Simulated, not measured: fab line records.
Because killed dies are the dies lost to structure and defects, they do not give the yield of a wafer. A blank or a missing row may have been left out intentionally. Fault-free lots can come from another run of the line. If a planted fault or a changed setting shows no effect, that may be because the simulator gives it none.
fab line records	flow sky130
record lots=6	wafers=18	last-day=50
route steps=708 shown PWDE@53 NWELL@56 PAD_OPEN@708
lots that met no fault: taken from a fault-free run of the same line
start-h: hours from the record's first day to the start of the lot's first wafer shown	wait-h: hours since the lot's step before	" the same as in the row above	L1.1+2: one row covering several wafers at once	- either no value or no given start	* or withheld: withheld	< > ~ a bound
route shown NAME@n: NAME is a module with steps in the file, n the number in the route of the first one	usual: mean/standard deviation of fault-free wafers	same: alike in all rows	chamber/n: place in a boat	sites: per-site readings	_std_site: their standard deviation	_edge_site: inner sites' mean taken away from outer sites' mean	radius-mm: for every site, how far away it sits from the centre of the wafer	mask NAME#n: copy n	behind: the last tool/chamber to shape the wafer	hold: why the lot went on hold/how many hours it stayed there/how the hold came to an end	device: the n, p or np transistor that did not switch	end of line: the route-end tests of the same wafers	a step without rows: its recipe alone	killed: at the first sort, the dies lost to defects and structure; wafer yield is something else	map: dies across one wafer; x = killed, . = not, _ = none there
set.NAME: the setting as run; set.NAME@STEP: as run at that earlier step	model.NAME: the simulator's own value behind a step, which no gauge read
a table for each step, a row for each wafer; lots at some steps of the route
services: when a tool's chamber went out of use (start-h, in hours from the record's first day, below 0 if earlier), for how many hours, and the reason
## steps
# step SKY_PWDE_IMPLANT_08
# recipe species=B	energy-kev=150	dose-cm2=3.6e+12	tilt-deg=withheld
# step SKY_PWDE_STRIP_09
# recipe chemistry=O2/N2	power-w=1400	pressure-mtorr=1500	platen-temp-c=withheld	o2-flow-sccm=3000	n2-flow-sccm=300	overash-fraction=0.5
# usual drypump-motor-current-A=5.6/0.44	oes-product-au=0.723/0.0045	strip-time-to-endpoint-s=36.96/0.11
lot.wafer	tool	chamber	start-h	wait-h	drypump-motor-current-A	oes-product-au	rf-hours-counter-h	strip-time-to-endpoint-s
L651.2	plasma-asher-04	1	75.55	0.1	5.2	0.727	38	36.75
L651.4	"	1	"	"	5.2	0.725	-	36.79
L651.6	"	1	"	"	5.2	0.725	-	36.84
L654.2	plasma-asher-02	1	97.75	0.1	5.2	0.718	28	36.83
L654.3	"	0	"	"	6.1	0.723	-	36.84
L654.6	"	1	"	"	5.2	0.718	-	36.86
L669.1	plasma-asher-04	1	182.42	0.1	5.2	0.721	49	37.12
L669.2	"	0	"	"	5.7	0.723	49	37.06
L669.5	"	1	"	"	5.2	0.714	-	37.07
L670.1	plasma-asher-03	0	184.10	0.1	5.2	0.720	47	36.94
L670.4	"	1	"	"	6.2	0.728	-	36.86
L670.6	"	1	"	"	6.2	0.724	-	36.82
L672.1	plasma-asher-02	1	191.52	0.1	5.2	0.714	37	37.04
L672.2	"	0	"	"	6.1	0.718	37	37.05
L672.3	"	1	"	"	5.2	0.724	-	37.05
L673.2	plasma-asher-02	1	201.00	0.1	5.2	0.715	38	37.07
L673.3	"	1	"	"	5.2	0.722	-	36.94
L673.6	"	0	"	"	6.1	0.724	-	37.08
# step SKY_PWDE_TW_MEAS_10
# usual PWDE_TW=373.0/2.6
lot.wafer	tool	chamber	start-h	wait-h	PWDE_TW
L651.2	film-metro-01	-	75.66	0.1	372.2
L651.4	"	-	"	"	370.4
L651.6	"	-	"	"	370.5
L654.2	film-metro-01	-	97.86	0.1	369.1
L654.3	"	-	"	"	371.0
L654.6	"	-	"	"	369.0
L669.1	film-metro-02	-	182.52	0.1	372.4
L669.2	"	-	"	"	373.6
L669.5	"	-	"	"	374.3
L670.1	film-metro-02	-	184.20	0.1	376.2
L670.4	"	-	"	"	373.8
L670.6	"	-	"	"	372.1
L672.1	film-metro-02	-	191.62	0.1	371.2
L672.2	"	-	"	"	372.2
L672.3	"	-	"	"	373.2
L673.2	film-metro-02	-	201.11	0.1	377.7
L673.3	"	-	"	"	377.9
L673.6	"	-	"	"	377.9
# step SKY_NWELL_DEHYDRATE_03
# recipe temp-c=200	time-s=60
# step SKY_NWELL_HMDS_04
# recipe prime-time-s=60	prime-temp-c=120
# step SKY_NWELL_COAT_05
# recipe spin-rpm=2000	resist-thk-nm=3000
# step SKY_NWELL_SOFTBAKE_06
# recipe temp-c=110	time-s=withheld
# step SKY_NWELL_EXPOSE_07
# recipe mask-id=NWM	na=0.6	source-shape=conventional	sigma-outer=0.6	polarization=unpolarized	target-cd-nm=840	dose-mj=249.5
# step SKY_NWELL_PEB_08
# recipe temp-c=115	time-s=withheld
# step SKY_NWELL_DEVELOP_09
# recipe wall-angle-deg=90	developer=TMAH	develop-time-s=60	dev-temp-c=23
# step SKY_NWELL_OVL_MEAS_10
# usual NWELL_00_OVL=-0.5/1.5
lot.wafer	tool	chamber	start-h	wait-h	NWELL_00_OVL[nm]
L651.2	overlay-02	-	91.23	-	-2.6
L651.4	"	-	"	"	-0.4
L651.6	"	-	"	"	-1.4
L654.2	overlay-02	-	113.95	-	-1.7
L654.3	"	-	"	"	0.5
L654.6	"	-	"	"	-1.1
L669.1	overlay-02	-	203.89	-	-0.3
L669.2	"	-	"	"	2.3
L669.5	"	-	"	"	-0.7
L670.1	overlay-02	-	205.78	-	1.7
L670.4	"	-	"	"	-1.1
L670.6	"	-	"	"	1.0
L672.1	overlay-02	-	213.98	-	0.3
L672.2	"	-	"	"	-1.8
L672.3	"	-	"	"	-0.1
L673.2	overlay-02	-	223.04	-	-0.9
L673.3	"	-	"	"	-0.1
L673.6	"	-	"	"	1.7
# step SKY_NWELL_IMPLANT_11
# recipe species=P	energy-kev=400	dose-cm2=1.9e+13	tilt-deg=withheld
# step SKY_NWELL_IMPLANT_12
# recipe species=P	energy-kev=120	dose-cm2=1.3e+12	tilt-deg=withheld
# usual dose-ions-cm2=1.3001e+12/1.4e+09	faraday-current-uA=7.34/0.14
lot.wafer	tool	chamber	start-h	wait-h	dose-ions-cm2	faraday-current-uA
L651.2	implanter-04	0	91.43	0.1	1.3022e+12	7.35
L651.4	"	0	"	"	1.3012e+12	7.28
L651.6	"	0	"	"	1.303e+12	7.41
L654.2	implanter-02	0	114.16	0.1	1.3008e+12	7.30
L654.3	"	0	"	"	1.3006e+12	7.36
L654.6	"	0	"	"	1.2978e+12	7.39
L669.1	implanter-04	0	204.08	0.1	7.592e+11	4.15
L669.2	"	0	"	"	7.566e+11	4.22
L669.5	"	0	"	"	7.574e+11	4.21
L670.1	implanter-04	0	205.97	0.1	7.561e+11	4.32
L670.4	"	0	"	"	7.574e+11	4.32
L670.6	"	0	"	"	7.563e+11	4.36
L672.1	implanter-03	0	214.17	0.1	1.2988e+12	7.39
L672.2	"	0	"	"	1.2996e+12	7.43
L672.3	"	0	"	"	1.3012e+12	7.37
L673.2	implanter-02	0	223.24	0.1	1.3012e+12	7.32
L673.3	"	0	"	"	1.3007e+12	7.62
L673.6	"	0	"	"	1.3013e+12	7.40
# step SKY_NWELL_IMPLANT_13
# recipe species=P	energy-kev=50	dose-cm2=7e+11	tilt-deg=withheld
# step SKY_NWELL_STRIP_14
# recipe chemistry=O2/N2	power-w=1400	pressure-mtorr=1500	platen-temp-c=withheld	o2-flow-sccm=3000	n2-flow-sccm=300	overash-fraction=0.5
# usual drypump-motor-current-A=5.5/0.43	oes-product-au=0.723/0.0046	strip-time-to-endpoint-s=36.98/0.11
lot.wafer	tool	chamber	start-h	wait-h	drypump-motor-current-A	oes-product-au	rf-hours-counter-h	strip-time-to-endpoint-s
L651.2	plasma-asher-01	1	91.71	0.1	5.7	0.722	43	36.99
L651.4	"	0	"	"	4.9	0.716	-	36.90
L651.6	"	1	"	"	5.7	0.723	-	36.94
L654.2	plasma-asher-04	0	114.43	0.1	5.7	0.717	42	37.04
L654.3	"	0	"	"	5.8	0.722	-	37.04
L654.6	"	0	"	"	5.7	0.709	-	36.97
L669.1	plasma-asher-04	0	204.38	0.1	5.7	0.721	51	36.83
L669.2	"	1	"	"	5.2	0.723	51	36.79
L669.5	"	1	"	"	5.2	0.724	-	36.88
L670.1	plasma-asher-03	1	206.27	0.1	6.2	0.721	49	37.04
L670.4	"	1	"	"	6.2	0.729	-	37.09
L670.6	"	1	"	"	6.3	0.720	-	37.07
L672.1	plasma-asher-03	1	214.47	0.1	6.3	0.717	51	36.89
L672.2	"	0	"	"	5.3	0.720	51	36.94
L672.3	"	0	"	"	5.3	0.728	-	36.87
L673.2	plasma-asher-01	1	223.52	0.1	5.7	0.723	11	37.02
L673.3	"	1	"	"	5.7	0.724	-	36.96
L673.6	"	0	"	"	4.9	0.726	-	36.99
# step SKY_NWELL_TW_MEAS_15
# usual NWELL_TW=1815/11
lot.wafer	tool	chamber	start-h	wait-h	NWELL_TW
L651.2	film-metro-04	-	91.82	0.1	1810
L651.4	"	-	"	"	1805
L651.6	"	-	"	"	1822
L654.2	film-metro-04	-	114.54	0.1	1810
L654.3	"	-	"	"	1809
L654.6	"	-	"	"	1813
L669.1	film-metro-02	-	204.48	0.1	1815
L669.2	"	-	"	"	1826
L669.5	"	-	"	"	1829
L670.1	film-metro-04	-	206.37	0.1	1805
L670.4	"	-	"	"	1795
L670.6	"	-	"	"	1801
L672.1	film-metro-04	-	214.57	0.1	1809
L672.2	"	-	"	"	1814
L672.3	"	-	"	"	1816
L673.2	film-metro-04	-	223.63	0.1	1824
L673.3	"	-	"	"	1811
L673.6	"	-	"	"	1812
# step SKY_NWELL_DEHYDRATE_16
# recipe temp-c=200	time-s=60
# step SKY_NWELL_HMDS_17
# recipe prime-time-s=60	prime-temp-c=120
# step SKY_NWELL_COAT_18
# recipe spin-rpm=2000	resist-thk-nm=3000
# step SKY_NWELL_SOFTBAKE_19
# recipe temp-c=110	time-s=withheld
# step SKY_NWELL_EXPOSE_20
# recipe mask-id=NWM_COMPLEMENT	na=0.6	source-shape=conventional	sigma-outer=0.6	polarization=unpolarized	target-cd-nm=840	dose-mj=260
# step SKY_NWELL_PEB_21
# recipe temp-c=115	time-s=withheld
# step SKY_NWELL_DEVELOP_22
# recipe wall-angle-deg=90	developer=TMAH	develop-time-s=60	dev-temp-c=23
# step SKY_NWELL_OVL_MEAS_23
# usual NWELL_01_OVL=-0.5/1.3
lot.wafer	tool	chamber	start-h	wait-h	NWELL_01_OVL[nm]
L651.2	overlay-02	-	108.73	-	2.6
L651.4	"	-	"	"	-0.6
L651.6	"	-	"	"	1.7
L654.2	overlay-01	-	130.68	-	0.1
L654.3	"	-	"	"	-1.3
L654.6	"	-	"	"	3.3
L669.1	overlay-02	-	225.88	-	0.6
L669.2	"	-	"	"	0.8
L669.5	"	-	"	"	-1.2
L670.1	overlay-01	-	227.13	-	-0.5
L670.4	"	-	"	"	0.2
L670.6	"	-	"	"	-1.2
L672.1	overlay-01	-	236.27	-	-1.9
L672.2	"	-	"	"	-0.1
L672.3	"	-	"	"	-0.9
L673.2	overlay-01	-	245.88	-	-0.2
L673.3	"	-	"	"	0.1
L673.6	"	-	"	"	-1.4
# step SKY_NWELL_IMPLANT_24
# recipe species=B	energy-kev=140	dose-cm2=9.2e+12	tilt-deg=withheld
# step SKY_NWELL_STRIP_25
# recipe chemistry=O2/N2	power-w=1400	pressure-mtorr=1500	platen-temp-c=withheld	o2-flow-sccm=3000	n2-flow-sccm=300	overash-fraction=0.5
# usual drypump-motor-current-A=5.5/0.46	oes-product-au=0.722/0.0046	strip-time-to-endpoint-s=36.96/0.11
lot.wafer	tool	chamber	start-h	wait-h	drypump-motor-current-A	oes-product-au	rf-hours-counter-h	strip-time-to-endpoint-s
L651.2	plasma-asher-03	1	108.91	0.1	6.2	0.720	40	36.93
L651.4	"	0	"	"	5.2	0.720	-	36.95
L651.6	"	0	"	"	5.2	0.716	-	36.94
L654.2	plasma-asher-01	0	130.86	0.1	4.9	0.731	1	37.20
L654.3	"	0	"	"	5.0	0.725	-	37.02
L654.6	"	0	"	"	4.9	0.720	-	37.06
L669.1	plasma-asher-01	0	226.07	0.1	4.9	0.719	11	37.18
L669.2	"	1	"	"	5.7	0.722	11	37.16
L669.5	"	1	"	"	5.7	0.724	-	37.20
L670.1	plasma-asher-03	0	227.32	0.1	5.3	0.732	52	36.83
L670.4	"	0	"	"	5.3	0.723	-	36.81
L670.6	"	1	"	"	6.2	0.729	-	36.84
L672.1	plasma-asher-01	1	236.46	0.1	5.7	0.720	13	37.14
L672.2	"	0	"	"	4.9	0.727	13	37.02
L672.3	"	1	"	"	5.7	0.726	-	37.10
L673.2	plasma-asher-03	0	246.06	0.1	5.3	0.720	54	36.95
L673.3	"	1	"	"	6.3	0.727	-	36.94
L673.6	"	0	"	"	5.3	0.717	-	36.90
# step SKY_NWELL_TW_MEAS_26
# usual NWELL_2_TW=494/3.6
lot.wafer	tool	chamber	start-h	wait-h	NWELL_2_TW
L651.2	film-metro-04	-	109.02	0.1	494
L651.4	"	-	"	"	492
L651.6	"	-	"	"	493
L654.2	film-metro-01	-	130.97	0.1	491
L654.3	"	-	"	"	491
L654.6	"	-	"	"	492
L669.1	film-metro-04	-	226.17	0.1	495
L669.2	"	-	"	"	497
L669.5	"	-	"	"	498
L670.1	film-metro-04	-	227.42	0.1	494
L670.4	"	-	"	"	496
L670.6	"	-	"	"	497
L672.1	film-metro-02	-	236.56	0.1	496
L672.2	"	-	"	"	496
L672.3	"	-	"	"	500
L673.2	film-metro-01	-	246.17	0.1	493
L673.3	"	-	"	"	492
L673.6	"	-	"	"	489
# step SKY_NWELL_CLEAN_27
# recipe chemistry=SC1/SC2	mix=1:4:20	temp-c=70	time-s=150	dry=n2-spin
# step SKY_NWELL_RTA_28
# recipe temp-c=1050	time-s=30	idle-temp-c=650	ramp-up-c-per-s=150	ramp-down-c-per-s=90	ambient=N2
# usual anneal-temp-c-max=1054.6/1.3	lamp-power-pct=25.31/0.058	wafer_temp_C_max=1054.8/0.92
lot.wafer	tool	chamber	start-h	wait-h	anneal-temp-c-max	lamp-power-pct	wafer_temp_C_max
L651.2	rtp-anneal-01	0	109.13	0.0	1055.0	25.30	1054.5
L651.4	"	0	"	"	1056.7	25.21	1056.9
L651.6	"	0	"	"	1056.1	25.32	1055.9
L654.2	rtp-anneal-02	0	131.09	0.0	1054.3	25.35	1053.2
L654.3	"	0	"	"	1053.5	25.42	1054.8
L654.6	"	0	"	"	1053.4	25.26	1055.6
L669.1	rtp-anneal-02	0	226.28	0.0	1052.5	25.25	1053.9
L669.2	"	0	"	"	1052.6	25.29	1055.9
L669.5	"	0	"	"	1053.6	25.25	1054.8
L670.1	rtp-anneal-01	0	227.53	0.0	1055.7	25.42	1055.1
L670.4	"	0	"	"	1054.2	25.26	1055.0
L670.6	"	0	"	"	1055.0	25.29	1055.9
L672.1	rtp-anneal-02	0	236.67	0.0	1052.1	25.31	1054.9
L672.2	"	0	"	"	1053.1	25.24	1054.3
L672.3	"	0	"	"	1053.9	25.21	1054.9
L673.2	rtp-anneal-02	0	246.29	0.0	1053.7	25.29	1054.1
L673.3	"	0	"	"	1054.2	25.35	1055.0
L673.6	"	0	"	"	1053.8	25.31	1052.8
# step SKY_NWELL_RS_MEAS_29
# recipe thk-meas-gauge=four-point-probe
# usual NWELL_RS=624.0/1.4
lot.wafer	tool	chamber	start-h	wait-h	NWELL_RS[ohm/sq]
L651.2	film-metro-02	-	109.24	0.1	623.6
L651.4	"	-	"	"	623.7
L651.6	"	-	"	"	622.9
L654.2	film-metro-02	-	131.19	0.1	625.3
L654.3	"	-	"	"	623.9
L654.6	"	-	"	"	625.7
L669.1	film-metro-04	-	226.48	0.2	642.6
L669.2	"	-	"	"	640.4
L669.5	"	-	"	"	640.8
L670.1	film-metro-01	-	227.63	0.1	641.3
L670.4	"	-	"	"	641.5
L670.6	"	-	"	"	638.8
L672.1	film-metro-01	-	236.87	0.2	622.2
L672.2	"	-	"	"	623.3
L672.3	"	-	"	"	623.2
L673.2	film-metro-02	-	246.39	0.1	623.8
L673.3	"	-	"	"	624.1
L673.6	"	-	"	"	625.4
# step SKY_PAD_OPEN_PROBE_99
# usual killed_at_M0_to_M3=44/6.2	killed_at_M4_up=3.3/1.8	killed-at-contacts=25/5.8	killed-at-front-end=15/4	killed-at-other=0.3/0.49	killed-dies=88/8.8	killed-open=48/6.5	killed-short=39/6.3
# same gross-dies=492	killed-at-back-side=0
lot.wafer	tool	chamber	start-h	wait-h	killed_at_M0_to_M3	killed_at_M4_up	killed-at-contacts	killed-at-front-end	killed-at-other	killed-dies	killed-open	killed-short	model.etest.nfet_16v.r-on-ohm-um	model.etest.pfet-g5v0d10v5.r-on-ohm-um	model.etest.tip_p_5v.rs-ohm-sq	model.etest.pfet-g5v0d10v5.drive-ua-um	model.etest.pfet_01v8_lvt.drive-ua-um	model.etest.pfet_16v.drive-ua-um	model.etest.pfet-g5v0d10v5.off-log10-a-um	model.etest.pfet_01v8_lvt.off-log10-a-um
L651.2	prober-02	-	1084.16	0.1	49	8	23	21	0	101	47	54	1.401e+04	4762	2876	343.7	175	243.8	-12.78	-8.703
L651.4	prober-02	-	1084.26	0.2	41	3	24	20	1	89	58	31	1.406e+04	4778	2869	340.1	172.5	242	-12.87	-9.052
L651.6	prober-02	-	1084.36	0.2	45	1	24	8	0	78	40	38	1.396e+04	4722	2889	341.2	174.2	248.5	-12.98	-8.832
L654.2	prober-02	-	1101.48	0.1	50	6	24	18	0	98	50	48	1.379e+04	4696	2872	343.3	175.3	247.2	-12.65	-8.898
L654.3	prober-02	-	1101.53	0.2	52	2	35	21	1	111	60	51	1.387e+04	4687	2886	344.8	174.7	244.6	-12.55	-8.978
L654.6	prober-02	-	1101.68	0.2	38	5	14	15	2	74	43	31	1.408e+04	4746	2859	342	174.3	243.6	-12.83	-8.976
L670.1	prober-02	-	1193.76	0.1	47	1	25	15	0	88	48	40	1.534e+04	4528	2769	363.3	192.8	246.8	-10.41	-7.327
L670.4	prober-02	-	1193.91	0.2	57	1	33	16	0	107	53	54	1.521e+04	4570	2798	363.4	191	250.8	-10.17	-7.332
L670.6	prober-02	-	1194.01	0.2	46	2	16	20	1	85	48	37	1.517e+04	4502	2768	364.7	190.7	248.6	-10.12	-7.496
L669.1	prober-01	-	1195.18	0.1	40	3	33	16	0	92	51	41	1.485e+04	4614	2799	361	191.1	257.7	-10.47	-7.339
L669.2	prober-01	-	1195.23	0.1	50	2	11	10	0	73	35	38	1.475e+04	4541	2772	362.8	193.8	258.9	-10.36	-7.121
L669.5	prober-01	-	1195.38	0.2	38	2	26	11	0	77	42	35	1.486e+04	4585	2780	357.4	192.2	256.4	-10.57	-7.334
L672.1	prober-02	-	1199.87	0.1	36	3	32	13	0	84	53	31	1.388e+04	4725	2882	340.2	175.4	240.8	-12.5	-8.854
L672.2	prober-02	-	1199.92	0.1	37	2	34	18	0	91	44	46	1.391e+04	4726	2843	346.2	177.4	242.2	-12.45	-8.966
L672.3	prober-02	-	1199.97	0.2	51	1	16	15	0	83	47	36	1.39e+04	4742	2877	342.6	178.4	239.5	-12.85	-8.666
L673.2	prober-02	-	1204.32	0.1	51	7	27	17	0	102	58	42	1.417e+04	4712	2841	343.8	174.3	243.6	-12.48	-8.6
L673.3	prober-02	-	1204.37	0.2	46	2	38	16	0	102	54	47	1.426e+04	4749	2836	343.4	174.8	243.6	-12.29	-8.669
L673.6	prober-02	-	1204.52	0.2	39	2	31	12	0	84	48	34	1.398e+04	4687	2878	347.4	175.5	245.9	-12.3	-8.694
# killed by level:class
L651.2 CONTACT:geometric-particle:open=11 VIA1:geometric-particle:open=9 METAL2:geometric-particle:short=8 VIA3:geometric-particle:open=8 FIELD_ISO:geometric-particle:short=7 VIA1:geometric-particle:short=6 METAL3:geometric-particle:short=6 METAL4:geometric-particle:short=5
L651.4 CONTACT:geometric-particle:open=13 VIA1:geometric-particle:open=11 FIELD_ISO:geometric-particle:open=7 LI_CONTACT:geometric-particle:open=6 VIA2:geometric-particle:short=6 VIA2:geometric-particle:open=5 VIA3:geometric-particle:open=5 POLY_GATE:geometric-particle:short=4
L651.6 VIA1:geometric-particle:open=13 LI_CONTACT:geometric-particle:open=6 METAL2:geometric-particle:short=6 LOCAL_INTERCONNECT:geometric-particle:short=6 CONTACT:geometric-particle:open=6 VIA2:geometric-particle:open=6 METAL1:geometric-particle:short=5 CONTACT:geometric-particle:short=4
L654.2 CONTACT:geometric-particle:open=9 METAL1:geometric-particle:short=9 VIA1:geometric-particle:open=8 VIA2:geometric-particle:open=7 CONTACT:geometric-particle:short=6 VIA3:geometric-particle:open=6 LI_CONTACT:geometric-particle:open=5 METAL4:geometric-particle:short=5
L654.3 CONTACT:geometric-particle:open=14 VIA1:geometric-particle:short=10 LI_CONTACT:geometric-particle:open=9 VIA1:geometric-particle:open=8 METAL2:geometric-particle:short=8 POLY_GATE:geometric-particle:open=7 METAL1:geometric-particle:short=7 VIA3:geometric-particle:open=7
L654.6 VIA2:geometric-particle:open=7 VIA1:geometric-particle:open=6 LOCAL_INTERCONNECT:geometric-particle:short=5 CONTACT:geometric-particle:open=5 METAL2:geometric-particle:open=5 FIELD_ISO:geometric-particle:open=4 METAL1:geometric-particle:short=4 POLY_GATE:geometric-particle:open=3
L670.1 CONTACT:geometric-particle:open=9 METAL1:geometric-particle:short=9 VIA1:geometric-particle:open=7 LI_CONTACT:geometric-particle:open=7 VIA3:geometric-particle:open=7 FIELD_ISO:geometric-particle:open=6 FIELD_ISO:geometric-particle:short=5 METAL2:geometric-particle:short=5
L670.4 LOCAL_INTERCONNECT:geometric-particle:short=13 VIA2:geometric-particle:open=12 VIA1:geometric-particle:open=10 CONTACT:geometric-particle:open=9 VIA3:geometric-particle:open=8 LI_CONTACT:geometric-particle:open=7 VIA1:geometric-particle:short=6 POLY_GATE:geometric-particle:short=5
L670.6 METAL2:geometric-particle:short=10 CONTACT:geometric-particle:open=8 VIA1:geometric-particle:open=8 VIA2:geometric-particle:open=6 FIELD_ISO:geometric-particle:open=5 METAL1:geometric-particle:short=5 VIA1:geometric-particle:short=5 POLY_GATE:geometric-particle:open=4
L669.1 LI_CONTACT:geometric-particle:open=11 CONTACT:geometric-particle:open=11 VIA1:geometric-particle:open=8 METAL1:geometric-particle:short=7 LOCAL_INTERCONNECT:geometric-particle:short=5 METAL2:geometric-particle:short=5 VIA3:geometric-particle:short=5 FIELD_ISO:geometric-particle:open=4
L669.2 VIA2:geometric-particle:open=9 VIA1:geometric-particle:open=8 METAL1:geometric-particle:short=7 VIA3:geometric-particle:open=7 METAL2:geometric-particle:short=7 CONTACT:geometric-particle:open=5 LOCAL_INTERCONNECT:geometric-particle:short=4 VIA2:geometric-particle:short=4
L669.5 LI_CONTACT:geometric-particle:open=8 CONTACT:geometric-particle:open=7 METAL2:geometric-particle:short=6 VIA3:geometric-particle:open=6 METAL1:geometric-particle:short=6 VIA1:geometric-particle:short=6 VIA1:geometric-particle:open=6 LOCAL_INTERCONNECT:geometric-particle:short=4
L672.1 CONTACT:geometric-particle:open=14 VIA1:geometric-particle:open=9 CONTACT:geometric-particle:short=7 VIA3:geometric-particle:open=6 LI_CONTACT:geometric-particle:open=5 FIELD_ISO:geometric-particle:open=4 FIELD_ISO:geometric-particle:short=4 VIA1:geometric-particle:short=4
L672.2 CONTACT:geometric-particle:open=12 VIA1:geometric-particle:open=9 LI_CONTACT:geometric-particle:open=8 CONTACT:geometric-particle:short=8 VIA1:geometric-particle:short=6 FIELD_ISO:geometric-particle:short=5 POLY_GATE:geometric-particle:short=5 METAL3:geometric-particle:short=5
L672.3 VIA2:geometric-particle:open=10 VIA1:geometric-particle:open=9 FIELD_ISO:geometric-particle:open=7 METAL2:geometric-particle:short=7 CONTACT:geometric-particle:open=6 METAL1:geometric-particle:short=6 VIA3:geometric-particle:open=6 VIA1:geometric-particle:short=5
L673.2 VIA1:geometric-particle:open=12 VIA2:geometric-particle:open=12 CONTACT:geometric-particle:open=11 METAL1:geometric-particle:short=7 METAL4:geometric-particle:short=6 POLY_GATE:geometric-particle:open=6 VIA3:geometric-particle:open=6 LI_CONTACT:geometric-particle:open=5
L673.3 CONTACT:geometric-particle:open=17 VIA1:geometric-particle:open=10 VIA1:geometric-particle:short=8 METAL2:geometric-particle:short=7 POLY_GATE:geometric-particle:open=6 CONTACT:geometric-particle:short=6 LI_CONTACT:geometric-particle:short=6 LI_CONTACT:geometric-particle:open=6
L673.6 VIA1:geometric-particle:open=11 CONTACT:geometric-particle:open=10 LI_CONTACT:geometric-particle:open=9 VIA1:geometric-particle:short=9 VIA2:geometric-particle:open=6 CONTACT:geometric-particle:short=6 POLY_GATE:geometric-particle:short=4 VIA3:geometric-particle:open=4
## services
tool	chamber	start-h	hours	kind
implanter-04	-	62.69	2.4	pm
implanter-04	-	71.29	0.9	repair
plasma-asher-03	-	77.61	0.5	repair
plasma-asher-02	-	85.59	2.8	pm
plasma-asher-01	-	108.75	9.0	pm
plasma-asher-01	0	108.75	9.0	vent-cycle
plasma-asher-01	1	108.75	9.0	vent-cycle
plasma-asher-01	0	117.75	-	clean
plasma-asher-01	1	117.75	-	clean
implanter-04	-	145.59	3.4	repair
implanter-02	-	156.09	4.1	repair
implanter-03	-	156.25	5.5	pm
implanter-04	-	164.14	2.1	repair
implanter-03	-	172.57	1.1	repair
implanter-02	-	186.22	1.2	repair
implanter-03	-	199.87	3.0	pm
implanter-02	-	205.01	2.3	pm
plasma-asher-04	-	207.68	24.5	repair
implanter-02	-	209.36	1.7	repair
## key
first-sign step=SKY_NWELL_IMPLANT_12	reading=dose-ions-cm2	direction=down	sigmas=99+	usual=*	struck=*
effect step=SKY_NWELL_IMPLANT_12	reading=faraday-current-uA	direction=down	sigmas=22	usual=7.34	struck=4.26
effect step=SKY_NWELL_RS_MEAS_29	reading=NWELL_RS	direction=up	sigmas=12	usual=624.0	struck=640.9
model-effect step=SKY_PAD_OPEN_PROBE_99	value=etest.nfet_16v.r-on-ohm-um	without=1.407e+04	struck=1.503e+04
met-at SKY_NWELL_IMPLANT_12
struck-wafers L669.1,L669.2,L669.5,L670.1,L670.4,L670.6
tester-left-out L669,L670
onset-between 91.43 204.08
fault kind=process-parameter-drift	tool=implanter-04	chamber=-	onset-h=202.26	steps=SKY_NWELL_IMPLANT_12	channel=dose-cm2	offset=*	shape=step	end-h=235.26	acts-in=*	stated=*
# tester-left-out: of these lots the tester's yield and bins aren't shown, on N5 and GAA mostly nor the transistor test; their killed dies are dies lost to structure and defects alone, not to doping, threshold or leakage, so they don't give the yield
